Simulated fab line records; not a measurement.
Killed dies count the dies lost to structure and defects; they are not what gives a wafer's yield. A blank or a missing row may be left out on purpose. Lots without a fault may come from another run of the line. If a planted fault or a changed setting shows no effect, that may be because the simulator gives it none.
fab line records	flow sky130
record lots=11	wafers=33	last-day=50
route steps=708 shown CAP2M@616 METAL4@625 PAD_OPEN@708
lots that met no fault: taken from a fault-free run of the same line
start-h: start of the lot's first displayed wafer, in hours after the record's first day	wait-h: hours elapsed since this lot's preceding step	" same as the row above	L1.1+2: one row covering several wafers at once	- no value present, or no start provided	* or withheld: withheld	< > ~ a bound
route shown NAME@n: NAME is a module with steps in the file, n the number in the route of the first one	usual: average and standard deviation across the fault-free wafers	same: alike in all rows	chamber/n: place in a boat	sites: readings site by site	_std_site: their standard deviation	_edge_site: the outer-site mean with the inner-site mean subtracted	radius-mm: how far each site lies from the wafer's centre	mask NAME#n: copy n	behind: the last tool/chamber to shape the wafer	hold: reason for holding the lot/hours on hold/outcome of the hold	device: the transistor (n, p or np) that didn't switch	end of line: at the end of the route, the tests of the same wafers	a step with no rows: only its recipe	killed: at the first sort, the dies lost to defects and structure; wafer yield is something else	map: a wafer's dies, x killed, . not, _ none there
set.NAME: the setting as run; set.NAME@STEP: as run at that earlier step	model.NAME: the simulator's own value behind a step, which no gauge read
one table for each step of the route and one row for each wafer, over a sample of lots
services: a tool's chamber out of use, with start hour (start-h, from the record's first day; less than 0 if before it), hours out, and reason
## steps
# step SKY_CAP2M_METAL_ETCH_13
# recipe target-depth-nm=220	stop-on=SiO2	chemistry=Cl2/BCl3	target=TiN	pressure-mtorr=10	icp-w=900	bias-w=48.5	Cl2_flow_sccm=60	bcl3-flow-sccm=30	time-s=62.9
# usual bcl3-flow-sccm=30.00/0.09	drypump-motor-current-A=6.0/0.34	mfc-cl2-sccm=60.01/0.19	oes-product-au=0.940/0.0091	throttle-valve-pct=21.903/0.011
lot.wafer	tool	chamber	start-h	wait-h	bcl3-flow-sccm	drypump-motor-current-A	mfc-cl2-sccm	oes-product-au	rf-hours-counter-h	throttle-valve-pct
L870.1	rie-metal-02	1	965.34	0.0	30.04	5.8	60.23	0.940	0	21.898
L870.2	"	0	"	"	30.08	6.6	60.04	0.948	7	21.887
L870.5	"	1	"	"	30.12	5.8	59.83	0.938	-	21.899
L871.2	rie-metal-03	1	971.56	0.0	29.96	6.2	59.94	0.920	12	21.912
L871.3	"	0	"	"	29.95	5.6	59.54	0.935	-	21.909
L871.4	"	1	"	"	29.96	6.2	60.21	0.930	-	21.911
L872.2	rie-metal-01	0	982.39	0.0	29.89	6.0	60.09	0.944	19	21.910
L872.4	"	0	"	"	29.88	6.0	60.25	0.954	-	21.893
L872.5	"	1	"	"	30.06	6.0	59.87	0.947	-	21.889
L879.1	rie-metal-02	1	1038.36	0.0	29.92	5.8	60.16	0.933	4	21.899
L879.5	"	0	"	"	30.21	6.6	59.71	0.932	-	21.903
L879.6	"	1	"	"	29.97	5.8	60.00	0.940	-	21.897
L882.1	rie-metal-03	1	1047.54	0.0	30.25	6.2	60.02	0.928	17	21.918
L882.3	"	0	"	"	30.01	5.6	60.05	0.926	-	21.917
L882.5	"	1	"	"	30.16	6.1	59.83	0.943	-	21.894
L883.1	rie-metal-03	1	1054.87	0.0	29.93	6.1	59.97	0.953	17	21.893
L883.3	"	1	"	"	29.92	6.1	59.87	0.932	-	21.900
L883.6	"	1	"	"	29.99	6.1	59.62	0.953	-	21.910
L885.2	rie-metal-02	0	1071.72	0.0	29.97	6.6	59.95	0.952	11	21.899
L885.5	"	0	"	"	29.94	6.6	60.02	0.938	-	21.924
L885.6	"	1	"	"	30.01	5.8	60.20	0.937	-	21.903
L886.1	rie-metal-01	0	1073.48	0.0	29.99	6.0	59.84	0.920	25	21.917
L886.4	"	1	"	"	29.96	6.0	59.97	0.927	-	21.892
L886.5	"	1	"	"	29.92	5.9	60.01	0.950	-	21.905
L887.2	rie-metal-01	1	1079.28	0.0	29.89	6.0	59.95	0.937	19	21.910
L887.4	"	0	"	"	29.87	6.0	60.02	0.933	-	21.892
L887.6	"	0	"	"	29.90	6.0	59.84	0.930	-	21.920
L890.2	rie-metal-03	0	1090.23	0.0	29.94	5.6	60.18	0.952	13	21.905
L890.3	"	0	"	"	29.89	5.6	60.02	0.937	-	21.915
L890.5	"	0	"	"	30.07	5.6	59.71	0.942	-	21.909
L893.2	rie-metal-03	1	1108.53	0.0	30.00	6.1	59.93	0.936	20	21.912
L893.3	"	1	"	"	29.84	6.2	59.88	0.958	-	21.898
L893.4	"	0	"	"	30.00	5.6	60.17	0.943	-	21.894
# step SKY_CAP2M_STRIP_14
# recipe chemistry=O2/N2	power-w=1400	pressure-mtorr=1500	platen-temp-c=withheld	o2-flow-sccm=3000	n2-flow-sccm=300	overash-fraction=0.5
# usual drypump-motor-current-A=5.8/0.33	oes-product-au=0.711/0.0045	strip-time-to-endpoint-s=12.63/0.055
lot.wafer	tool	chamber	start-h	wait-h	drypump-motor-current-A	oes-product-au	rf-hours-counter-h	strip-time-to-endpoint-s
L870.1	plasma-asher-04	0	965.42	0.1	6.0	0.710	80	12.61
L870.2	"	1	"	"	5.6	0.713	80	12.61
L870.5	"	0	"	"	6.0	0.706	-	12.62
L871.2	plasma-asher-04	0	971.64	0.1	6.0	0.713	81	12.69
L871.3	"	1	"	"	5.7	0.709	-	12.70
L871.4	"	0	"	"	5.9	0.716	-	12.67
L872.2	plasma-asher-04	1	982.47	0.1	5.7	0.707	82	12.63
L872.4	"	1	"	"	5.7	0.716	-	12.64
L872.5	"	0	"	"	6.0	0.714	-	12.62
L879.1	plasma-asher-02	0	1038.44	0.1	5.6	0.714	52	12.64
L879.5	"	0	"	"	5.6	0.712	-	12.52
L879.6	"	1	"	"	5.8	0.704	-	12.61
L882.1	plasma-asher-01	1	1047.62	0.1	5.4	0.716	31	12.65
L882.3	"	1	"	"	5.4	0.706	-	12.72
L882.5	"	0	"	"	6.4	0.706	-	12.66
L883.1	plasma-asher-01	1	1054.94	0.1	5.4	0.719	32	12.61
L883.3	"	0	"	"	6.3	0.709	-	12.62
L883.6	"	0	"	"	6.4	0.707	-	12.63
L885.2	plasma-asher-04	1	1071.79	0.1	5.7	0.712	91	12.56
L885.5	"	0	"	"	6.0	0.706	-	12.56
L885.6	"	1	"	"	5.7	0.707	-	12.63
L886.1	plasma-asher-04	1	1073.59	0.1	5.7	0.717	91	12.67
L886.4	"	1	"	"	5.7	0.702	-	12.61
L886.5	"	1	"	"	5.7	0.709	-	12.60
L887.2	plasma-asher-01	0	1079.36	0.1	6.4	0.714	35	12.67
L887.4	"	0	"	"	6.4	0.708	-	12.66
L887.6	"	1	"	"	5.4	0.718	-	12.71
L890.2	plasma-asher-02	0	1090.31	0.1	5.6	0.707	57	12.65
L890.3	"	1	"	"	5.8	0.717	-	12.67
L890.5	"	0	"	"	5.6	0.716	-	12.72
L893.2	plasma-asher-01	0	1108.61	0.1	6.4	0.710	38	12.59
L893.3	"	1	"	"	5.4	0.713	-	12.64
L893.4	"	0	"	"	6.4	0.707	-	12.69
# step SKY_METAL4_SOFTBAKE_09
# recipe temp-c=100	time-s=90	resist=KrF-thick
# usual heater-power-total-W=57.36/0.12	plate-temp-C=100.01/0.12
lot.wafer	tool	chamber	start-h	wait-h	heater-power-total-W	plate-temp-C
L870.1	litho-track-01	0	978	-	57.51	99.98
L870.2	"	0	"	"	57.44	99.96
L870.5	"	0	"	"	57.31	99.86
L871.2	litho-track-04	0	985	-	57.50	99.99
L871.3	"	0	"	"	57.27	99.95
L871.4	"	0	"	"	57.49	100.08
L872.2	litho-track-04	0	994	-	57.33	99.96
L872.4	"	0	"	"	57.31	100.05
L872.5	"	0	"	"	57.54	99.94
L879.1	litho-track-01	0	1049	-	57.23	99.98
L879.5	"	0	1050	-	57.55	99.89
L879.6	"	0	"	"	57.21	100.12
L882.1	litho-track-01	0	1059	-	57.14	99.85
L882.3	"	0	"	"	57.33	99.85
L882.5	"	0	"	"	57.25	99.95
L883.1	litho-track-01	0	1066	-	57.22	100.01
L883.3	"	0	"	"	57.26	100.01
L883.6	"	0	"	"	57.29	100.07
L885.2	litho-track-01	0	1082	-	59.33	102.80
L885.5	"	0	1083	-	59.47	102.84
L885.6	"	0	"	"	59.53	102.66
L886.1	litho-track-02	0	1084	-	57.44	100.16
L886.4	"	0	"	"	57.38	100.09
L886.5	"	0	"	"	57.44	100.01
L887.2	litho-track-04	0	1090	-	57.56	99.88
L887.4	"	0	"	"	57.46	99.78
L887.6	"	0	"	"	57.50	99.72
L890.2	litho-track-01	0	1101	-	59.24	102.54
L890.3	"	0	"	"	59.39	102.87
L890.5	"	0	"	"	59.50	102.70
L893.2	litho-track-02	0	1119	-	57.52	100.07
L893.3	"	0	"	"	57.36	100.10
L893.4	"	0	"	"	57.55	100.23
# step SKY_METAL4_ETCH_17
# recipe target=SiO2	stop-on=TiN	chemistry=C4F8/O2/Ar	source-w=1500	bias-w=1200	pressure-mtorr=40	c4f8-flow-sccm=withheld	O2_flow_sccm=6	Ar_flow_sccm=300	time-s=3.9	target-depth-a=150
# usual oes-product-au=0.752/0.0076
lot.wafer	tool	chamber	start-h	wait-h	oes-product-au
L870.1	rie-diel-01	3	990.06	0.1	0.736
L870.2	"	0	"	"	0.749
L870.5	"	0	"	"	0.753
L871.2	rie-diel-02	0	996.66	0.1	0.747
L871.3	"	2	"	"	0.745
L871.4	"	3	"	"	0.757
L872.2	rie-diel-01	2	1007.26	0.1	0.744
L872.4	"	1	"	"	0.750
L872.5	"	0	"	"	0.761
L879.1	rie-diel-03	2	1061.47	0.1	0.744
L879.5	"	1	"	"	0.751
L879.6	"	0	"	"	0.745
L882.1	rie-diel-02	1	1069.37	0.1	0.749
L882.3	"	0	"	"	0.752
L882.5	"	2	"	"	0.753
L883.1	rie-diel-02	1	1077.72	0.1	0.737
L883.3	"	0	"	"	0.740
L883.6	"	3	"	"	0.748
L885.2	rie-diel-01	2	1093.57	0.1	0.753
L885.5	"	3	"	"	0.746
L885.6	"	0	"	"	0.761
L886.1	rie-diel-02	3	1095.11	0.1	0.747
L886.4	"	1	"	"	0.754
L886.5	"	2	"	"	0.752
L887.2	rie-diel-01	2	1101.30	0.1	0.747
L887.4	"	1	"	"	0.748
L887.6	"	2	"	"	0.744
L890.2	rie-diel-02	1	1112.02	0.1	0.756
L890.3	"	0	"	"	0.749
L890.5	"	0	"	"	0.747
L893.2	rie-diel-01	0	1129.18	0.1	0.757
L893.3	"	1	"	"	0.766
L893.4	"	2	"	"	0.761
# step SKY_PAD_OPEN_PROBE_99
# usual defect-limited-yield=82.4/1.9	killed_at_M0_to_M3=43/7.5	killed_at_M4_up=3.2/1.9	killed-at-contacts=24/4.9	killed-at-front-end=15/4.3	killed-at-other=0.4/0.72	killed-dies=86/9.1	killed-open=47/6.5	killed-short=39/6.5	sort_bin_3_pad_short=0.9/0.43	sort_bin_5_function=10.4/1.3	sort_bin_6_memory=6.3/1.2	sort-n-pass=406/9.1	sort-yield-pct=82.4/1.9
# same gross-dies=492	killed-at-back-side=0	sort_bin_4_leakage[%]=0	sort_bin_8_speed[%]=0
lot.wafer	tool	chamber	start-h	wait-h	defect-limited-yield[%]	killed_at_M0_to_M3	killed_at_M4_up	killed-at-contacts	killed-at-front-end	killed-at-other	killed-dies	killed-open	killed-short	sort_bin_3_pad_short[%]	sort_bin_5_function[%]	sort_bin_6_memory[%]	sort-n-pass	sort-yield-pct[%]
L870.1	prober-02	-	1086.08	0.1	83.1	30	5	28	19	1	83	47	36	1.0	9.6	6.3	409	83.1
L870.2	prober-02	-	1086.13	0.1	81.5	38	6	30	17	0	91	50	41	1.6	11.2	5.7	401	81.5
L870.5	prober-02	-	1086.28	0.2	81.1	45	1	34	13	0	93	60	33	1.4	11.2	6.3	399	81.1
L871.2	prober-01	-	1092.26	0.1	81.3	43	5	33	11	0	92	49	43	0.8	11.2	6.7	400	81.3
L871.3	prober-01	-	1092.31	0.2	81.3	55	5	22	10	0	92	47	44	0.6	11.0	7.1	400	81.3
L871.4	prober-01	-	1092.36	0.2	80.1	44	2	31	21	0	98	49	47	0.6	13.2	6.1	394	80.1
L872.2	prober-02	-	1101.00	0.1	85.2	31	4	21	16	1	73	38	34	0.6	9.8	4.5	419	85.2
L872.4	prober-02	-	1101.10	0.2	82.7	41	3	25	16	0	85	39	46	1.2	11.4	4.7	407	82.7
L872.5	prober-02	-	1101.15	0.2	85.4	35	0	19	18	0	72	37	33	0.6	8.3	5.7	420	85.4
L879.1	prober-01	-	1148.78	0.1	82.9	39	3	24	18	0	84	46	37	1.2	8.9	6.9	408	82.9
L879.5	prober-01	-	1148.98	0.2	81.7	49	1	25	15	0	90	54	36	1.6	9.8	6.9	402	81.7
L879.6	prober-01	-	1149.03	0.2	80.1	55	1	27	14	1	98	61	36	0.2	12.2	7.5	394	80.1
L882.1	prober-02	-	1156.16	0.1	82.3	43	4	26	14	0	87	51	36	1.2	11.0	5.5	405	82.3
L882.3	prober-02	-	1156.26	0.2	80.7	45	5	24	21	0	95	47	48	0.6	11.4	7.3	397	80.7
L882.5	prober-02	-	1156.36	0.2	78.5	51	1	31	22	1	106	55	51	1.4	12.2	7.9	386	78.5
L883.1	prober-01	-	1162.42	0.1	84.1	40	5	21	12	0	78	52	26	0.6	8.7	6.5	414	84.1
L883.3	prober-01	-	1162.52	0.2	76.8	56	5	33	20	0	114	66	48	0	14.6	8.5	378	76.8
L883.6	prober-01	-	1162.67	0.2	81.9	47	3	25	14	0	89	58	31	0.8	11.0	6.3	403	81.9
L885.2	prober-02	-	1174.72	0.1	82.7	45	4	19	17	0	85	55	30	0.2	11.2	5.9	407	82.7
L885.5	prober-02	-	1174.87	0.2	85.0	37	4	16	17	0	74	39	34	1.0	8.5	5.5	418	85.0
L885.6	prober-02	-	1174.92	0.2	83.9	46	2	18	13	0	79	41	38	0.4	10.6	5.1	413	83.9
L886.1	prober-02	-	1176.30	0.1	80.3	47	1	30	19	0	97	50	47	0.8	12.6	6.3	395	80.3
L886.4	prober-02	-	1176.45	0.2	84.1	30	1	25	22	0	78	39	39	1.0	9.3	5.5	414	84.1
L886.5	prober-02	-	1176.50	0.2	84.3	40	0	20	17	0	77	42	35	0.2	11.2	4.3	415	84.3
L887.2	prober-01	-	1184.20	0.1	87.4	30	2	22	8	0	62	33	29	0.8	8.9	2.8	430	87.4
L887.4	prober-01	-	1184.30	0.2	84.8	33	1	29	12	0	75	37	37	0.6	9.3	5.3	417	84.8
L887.6	prober-01	-	1184.40	0.2	82.7	38	2	27	18	0	85	45	40	1.0	11.2	5.1	407	82.7
L890.2	prober-01	-	1191.16	0.1	82.9	46	4	19	15	0	84	53	31	0.4	10.6	6.1	408	82.9
L890.3	prober-01	-	1191.21	0.2	82.7	48	2	22	13	0	85	46	39	0.8	10.2	6.3	407	82.7
L890.5	prober-01	-	1191.31	0.2	86.2	32	2	17	17	0	68	31	37	1.4	8.1	4.3	424	86.2
L893.2	prober-01	-	1207.95	0.1	81.9	43	1	26	17	2	89	44	45	1.2	10.8	6.1	403	81.9
L893.3	prober-01	-	1208.00	0.2	80.1	58	2	25	13	0	98	56	42	0.6	13.6	5.7	394	80.1
L893.4	prober-01	-	1208.05	0.2	82.3	46	1	33	7	0	87	49	37	1.4	8.7	7.5	405	82.3
# killed by level:class
L870.1 CONTACT:geometric-particle:open=14 VIA1:geometric-particle:open=7 VIA3:geometric-particle:open=6 CONTACT:geometric-particle:short=6 FIELD_ISO:geometric-particle:short=5 POLY_GATE:geometric-particle:short=5 LI_CONTACT:geometric-particle:open=5 POLY_GATE:geometric-particle:open=4
L870.2 CONTACT:geometric-particle:open=10 VIA1:geometric-particle:open=10 LI_CONTACT:geometric-particle:open=6 VIA3:geometric-particle:open=6 POLY_GATE:geometric-particle:open=5 LI_CONTACT:geometric-particle:short=5 LOCAL_INTERCONNECT:geometric-particle:short=5 METAL4:geometric-particle:short=5
L870.5 CONTACT:geometric-particle:open=16 VIA3:geometric-particle:open=9 VIA1:geometric-particle:open=9 LI_CONTACT:geometric-particle:open=8 LOCAL_INTERCONNECT:geometric-particle:short=6 VIA2:geometric-particle:open=5 METAL1:geometric-particle:short=5 FIELD_ISO:geometric-particle:open=4
L871.2 CONTACT:geometric-particle:open=13 VIA1:geometric-particle:open=10 LI_CONTACT:geometric-particle:open=9 VIA1:geometric-particle:short=6 VIA2:geometric-particle:open=6 VIA3:geometric-particle:open=5 LOCAL_INTERCONNECT:geometric-particle:short=5 METAL2:geometric-particle:short=4
L871.3 VIA2:geometric-particle:open=10 LI_CONTACT:geometric-particle:open=8 METAL1:geometric-particle:short=7 VIA1:geometric-particle:open=7 METAL2:geometric-particle:short=7 CONTACT:geometric-particle:open=4 POLY_GATE:geometric-particle:short=4 CONTACT:geometric-particle:short=4
L871.4 CONTACT:geometric-particle:open=13 VIA1:geometric-particle:open=10 LI_CONTACT:geometric-particle:open=7 VIA1:geometric-particle:short=6 VIA2:geometric-particle:open=6 FIELD_ISO:geometric-particle:short=5 METAL2:geometric-particle:short=5 FIELD_ISO:geometric-particle:open=5
L872.2 LI_CONTACT:geometric-particle:open=7 VIA1:geometric-particle:short=7 CONTACT:geometric-particle:open=6 VIA1:geometric-particle:open=6 METAL2:geometric-particle:short=5 VIA2:geometric-particle:open=5 FIELD_ISO:geometric-particle:open=4 FIELD_ISO:geometric-particle:short=4
L872.4 CONTACT:geometric-particle:open=12 VIA3:geometric-particle:open=9 FIELD_ISO:geometric-particle:short=6 CONTACT:geometric-particle:short=6 METAL1:geometric-particle:short=6 VIA1:geometric-particle:short=6 VIA1:geometric-particle:open=5 VIA3:geometric-particle:short=5
L872.5 CONTACT:geometric-particle:open=11 VIA1:geometric-particle:open=9 METAL1:geometric-particle:short=7 VIA2:geometric-particle:open=5 FIELD_ISO:geometric-particle:open=4 FIELD_ISO:geometric-particle:short=4 POLY_GATE:geometric-particle:short=4 VIA1:geometric-particle:short=3
L879.1 LI_CONTACT:geometric-particle:open=9 CONTACT:geometric-particle:open=9 VIA3:geometric-particle:open=7 VIA1:geometric-particle:open=7 FIELD_ISO:geometric-particle:short=6 METAL2:geometric-particle:short=6 VIA2:geometric-particle:open=4 POLY_GATE:geometric-particle:short=3
L879.5 VIA3:geometric-particle:open=9 VIA1:geometric-particle:open=9 CONTACT:geometric-particle:open=9 VIA2:geometric-particle:open=7 LI_CONTACT:geometric-particle:open=6 METAL1:geometric-particle:short=6 CONTACT:geometric-particle:short=5 POLY_GATE:geometric-particle:open=4
L879.6 VIA1:geometric-particle:open=16 CONTACT:geometric-particle:open=12 VIA2:geometric-particle:open=10 VIA3:geometric-particle:open=7 LI_CONTACT:geometric-particle:open=6 CONTACT:geometric-particle:short=6 METAL1:geometric-particle:short=5 POLY_GATE:geometric-particle:short=4
L882.1 CONTACT:geometric-particle:open=11 VIA2:geometric-particle:open=8 VIA1:geometric-particle:open=7 VIA3:geometric-particle:open=6 SPACER:geometric-particle:open=5 METAL1:geometric-particle:short=5 LI_CONTACT:geometric-particle:open=4 CONTACT:geometric-particle:short=4
L882.3 VIA3:geometric-particle:open=8 CONTACT:geometric-particle:open=7 METAL1:geometric-particle:short=7 VIA1:geometric-particle:open=7 FIELD_ISO:geometric-particle:short=6 VIA2:geometric-particle:open=6 LI_CONTACT:geometric-particle:open=5 CONTACT:geometric-particle:short=5
L882.5 CONTACT:geometric-particle:open=14 VIA1:geometric-particle:open=11 VIA3:geometric-particle:open=11 FIELD_ISO:geometric-particle:open=8 METAL1:geometric-particle:short=6 CONTACT:geometric-particle:short=6 VIA1:geometric-particle:short=6 FIELD_ISO:geometric-particle:short=5
L883.1 VIA1:geometric-particle:open=11 CONTACT:geometric-particle:open=9 VIA2:geometric-particle:open=9 VIA3:geometric-particle:open=7 LI_CONTACT:geometric-particle:open=5 CONTACT:geometric-particle:short=3 METAL1:geometric-particle:short=3 METAL2:geometric-particle:short=3
L883.3 LI_CONTACT:geometric-particle:open=12 VIA2:geometric-particle:open=9 CONTACT:geometric-particle:open=9 METAL1:geometric-particle:short=8 VIA1:geometric-particle:open=8 LI_CONTACT:geometric-particle:short=7 VIA3:geometric-particle:short=7 FIELD_ISO:geometric-particle:open=5
L883.6 LI_CONTACT:geometric-particle:open=11 VIA1:geometric-particle:open=10 VIA2:geometric-particle:open=10 POLY_GATE:geometric-particle:open=8 METAL1:geometric-particle:short=8 CONTACT:geometric-particle:open=6 LI_CONTACT:geometric-particle:short=4 VIA2:geometric-particle:short=4
L885.2 VIA1:geometric-particle:open=16 LI_CONTACT:geometric-particle:open=8 VIA3:geometric-particle:open=7 CONTACT:geometric-particle:open=6 POLY_GATE:geometric-particle:short=4 METAL1:geometric-particle:short=4 FIELD_ISO:geometric-particle:short=3 FIELD_ISO:geometric-particle:open=3
L885.5 VIA1:geometric-particle:open=8 LI_CONTACT:geometric-particle:open=7 METAL1:geometric-particle:short=5 VIA2:geometric-particle:open=5 VIA3:geometric-particle:open=5 FIELD_ISO:geometric-particle:open=4 FIELD_ISO:geometric-particle:short=4 METAL2:geometric-particle:short=4
L885.6 VIA1:geometric-particle:open=13 CONTACT:geometric-particle:open=7 VIA3:geometric-particle:open=7 FIELD_ISO:geometric-particle:short=6 VIA1:geometric-particle:short=6 LI_CONTACT:geometric-particle:open=5 CONTACT:geometric-particle:short=5 METAL2:geometric-particle:short=5
L886.1 VIA1:geometric-particle:open=11 LI_CONTACT:geometric-particle:open=9 CONTACT:geometric-particle:open=9 METAL2:geometric-particle:short=8 FIELD_ISO:geometric-particle:short=5 LI_CONTACT:geometric-particle:short=5 VIA3:geometric-particle:open=5 VIA3:geometric-particle:short=5
L886.4 VIA1:geometric-particle:open=10 CONTACT:geometric-particle:open=9 FIELD_ISO:geometric-particle:short=8 CONTACT:geometric-particle:short=5 METAL2:geometric-particle:short=5 SPACER:geometric-particle:short=4 LI_CONTACT:geometric-particle:short=4 LI_CONTACT:geometric-particle:open=4
L886.5 VIA1:geometric-particle:open=12 CONTACT:geometric-particle:open=7 CONTACT:geometric-particle:short=6 FIELD_ISO:geometric-particle:short=5 METAL2:geometric-particle:short=5 VIA2:geometric-particle:open=5 LI_CONTACT:geometric-particle:open=4 VIA1:geometric-particle:short=4
L887.2 VIA1:geometric-particle:open=9 CONTACT:geometric-particle:open=8 LI_CONTACT:geometric-particle:open=7 METAL1:geometric-particle:short=4 METAL2:geometric-particle:short=4 POLY_GATE:geometric-particle:short=3 LOCAL_INTERCONNECT:geometric-particle:short=3 VIA2:geometric-particle:open=3
L887.4 LI_CONTACT:geometric-particle:open=8 VIA1:geometric-particle:open=6 LOCAL_INTERCONNECT:geometric-particle:short=6 CONTACT:geometric-particle:open=6 VIA3:geometric-particle:short=6 LI_CONTACT:geometric-particle:short=5 VIA2:geometric-particle:open=5 POLY_GATE:geometric-particle:open=4
L887.6 LI_CONTACT:geometric-particle:open=8 VIA3:geometric-particle:open=8 CONTACT:geometric-particle:open=7 VIA1:geometric-particle:open=7 FIELD_ISO:geometric-particle:short=5 METAL2:geometric-particle:short=5 LOCAL_INTERCONNECT:geometric-particle:short=5 METAL3:geometric-particle:short=5
L890.2 VIA1:geometric-particle:open=15 VIA3:geometric-particle:open=7 FIELD_ISO:geometric-particle:open=6 POLY_GATE:geometric-particle:open=5 CONTACT:geometric-particle:short=5 CONTACT:geometric-particle:open=5 VIA1:geometric-particle:short=5 METAL2:geometric-particle:short=5
L890.3 VIA1:geometric-particle:open=9 VIA2:geometric-particle:open=9 LI_CONTACT:geometric-particle:open=7 CONTACT:geometric-particle:open=7 VIA1:geometric-particle:short=7 LOCAL_INTERCONNECT:geometric-particle:short=5 METAL1:geometric-particle:short=5 METAL2:geometric-particle:short=5
L890.5 CONTACT:geometric-particle:open=7 VIA1:geometric-particle:short=7 FIELD_ISO:geometric-particle:short=5 LI_CONTACT:geometric-particle:open=5 METAL1:geometric-particle:short=5 VIA3:geometric-particle:open=5 FIELD_ISO:geometric-particle:open=4 VIA1:geometric-particle:open=4
L893.2 FIELD_ISO:geometric-particle:short=10 CONTACT:geometric-particle:open=10 METAL1:geometric-particle:short=9 VIA1:geometric-particle:open=9 CONTACT:geometric-particle:short=8 METAL2:geometric-particle:short=6 LI_CONTACT:geometric-particle:open=5 VIA3:geometric-particle:open=4
L893.3 VIA1:geometric-particle:open=13 CONTACT:geometric-particle:open=13 METAL1:geometric-particle:short=10 VIA3:geometric-particle:open=9 VIA1:geometric-particle:short=7 FIELD_ISO:geometric-particle:short=5 LI_CONTACT:geometric-particle:open=5 LI_CONTACT:geometric-particle:short=4
L893.4 LI_CONTACT:geometric-particle:open=14 VIA1:geometric-particle:open=13 METAL2:geometric-particle:short=9 VIA2:geometric-particle:open=8 LOCAL_INTERCONNECT:geometric-particle:short=6 LI_CONTACT:geometric-particle:short=5 CONTACT:geometric-particle:open=5 METAL1:geometric-particle:short=4
## services
tool	chamber	start-h	hours	kind
rie-diel-02	-	941.85	5.4	repair
rie-diel-03	3	944.61	9.0	repair
rie-diel-02	-	952.03	15.6	pm
rie-diel-01	-	963.40	0.4	repair
rie-diel-01	-	964.54	0.3	repair
plasma-asher-02	-	975.36	0.6	repair
rie-metal-02	-	977.29	10.0	pm
rie-diel-01	-	982.29	2.8	pm
rie-diel-01	2	1012.16	4.9	repair
plasma-asher-01	-	1017.71	6.1	repair
plasma-asher-04	-	1036.06	6.7	pm
rie-diel-02	1	1040.84	7.5	repair
rie-metal-02	0	1046.68	10.3	repair
rie-diel-03	3	1076.90	4.9	repair
rie-diel-03	2	1078.30	7.4	repair
litho-track-01	-	1091.04	-	consumable-replace:filter
rie-diel-03	3	1094.45	3.5	repair
plasma-asher-01	-	1119.01	2.8	pm
## key
first-sign step=SKY_METAL4_SOFTBAKE_09	reading=plate-temp-C	direction=up	sigmas=22	usual=*	struck=*
effect step=SKY_METAL4_SOFTBAKE_09	reading=heater-power-total-W	direction=up	sigmas=18	usual=*	struck=*
met-at SKY_METAL4_SOFTBAKE_09
struck-lots L885,L890
loop-trim step=SKY_METAL4_EXPOSE_10	setting=dose	lots=L890
not-acting-at SKY_CAP2M_METAL_ETCH_13,SKY_CAP2M_STRIP_14,SKY_METAL4_ETCH_17
onset-between 1066 1082
fault kind=process-parameter-drift	tool=litho-track-01	chamber=-	onset-h=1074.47	steps=SKY_METAL4_SOFTBAKE_09	channel=temp-c	offset=*	shape=step	end-h=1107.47	acts-in=*	stated=*
# loop-trim: a control loop set the setting to another value than it would have without faults
